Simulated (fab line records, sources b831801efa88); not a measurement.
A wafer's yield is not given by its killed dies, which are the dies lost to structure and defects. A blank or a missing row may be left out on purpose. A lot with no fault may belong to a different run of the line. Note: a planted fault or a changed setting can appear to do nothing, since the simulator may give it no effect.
Chamber matching :: flow sky130 :: SKY_METAL4_ETCH_17 on rieDiel-02: 4 sister chambers
The step etches SiO2 in C4F8/O2/Ar, stops on TiN, time 3.9 s, target depth 15 nm. 4 wafers are shown with their chamber, then 10 later ones without.

## WAFERS WITH THEIR CHAMBER
wafer: L088.1
chamber: 0
rfFwdPowerW (W): 1472

wafer: L088.4
chamber: 2
rfFwdPowerW (W): 1476

wafer: L090.3
chamber: 3
rfFwdPowerW (W): 1465

wafer: L090.5
chamber: 1
rfFwdPowerW (W): 1473

## WAFERS WITHOUT THEIR CHAMBER
wafer: L090.6
rfFwdPowerW (W): 1478

wafer: L092.1
rfFwdPowerW (W): 1481

wafer: L092.4
rfFwdPowerW (W): 1475

wafer: L092.5
rfFwdPowerW (W): 1474

wafer: L091.2
rfFwdPowerW (W): 1461

wafer: L091.3
rfFwdPowerW (W): 1480

wafer: L091.5
rfFwdPowerW (W): 1470

wafer: L097.1
rfFwdPowerW (W): 1462

wafer: L097.2
rfFwdPowerW (W): 1484

wafer: L097.3
rfFwdPowerW (W): 1465

## WHICH CHAMBER EACH ONE RAN IN
wafer: L090.6
from the rows above: can't be placed: 2 or 1 or 0
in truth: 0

wafer: L092.1
from the rows above: can't be placed: 2 or 1 or 0
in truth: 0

wafer: L092.4
from the rows above: can't be placed: 2 or 1 or 0
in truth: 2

wafer: L092.5
from the rows above: can't be placed: 1 or 0 or 2
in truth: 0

wafer: L091.2
from the rows above: can't be placed: 3 or 0
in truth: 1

wafer: L091.3
from the rows above: can't be placed: 2 or 1 or 0
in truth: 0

wafer: L091.5
from the rows above: can't be placed: 0 or 1 or 3 or 2
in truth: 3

wafer: L097.1
from the rows above: can't be placed: 3 or 0
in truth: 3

wafer: L097.2
from the rows above: can't be placed: 2 or 1 or 0
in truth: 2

wafer: L097.3
from the rows above: can't be placed: 3 or 0
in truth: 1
Correctly placed: 0 of 10. Cannot be placed on the basis of these rows: 10; the candidates contain the true chamber in 8. Wrongly placed: 0.
How it was worked out, from the rows above alone: a wafer's distance from a chamber is the root of the sum, over the readings, of the square of ((its reading less the chamber's mean) divided by the reading's scatter). The wafer belongs to the nearest chamber; if the next one is less than 2 further off, it can't be placed. For every chamber, the mean is computed from those of its wafers that are shown. The scatter: root of mean squared gap, hidden wafer to nearest shown wafer, with one shown wafer a chamber.
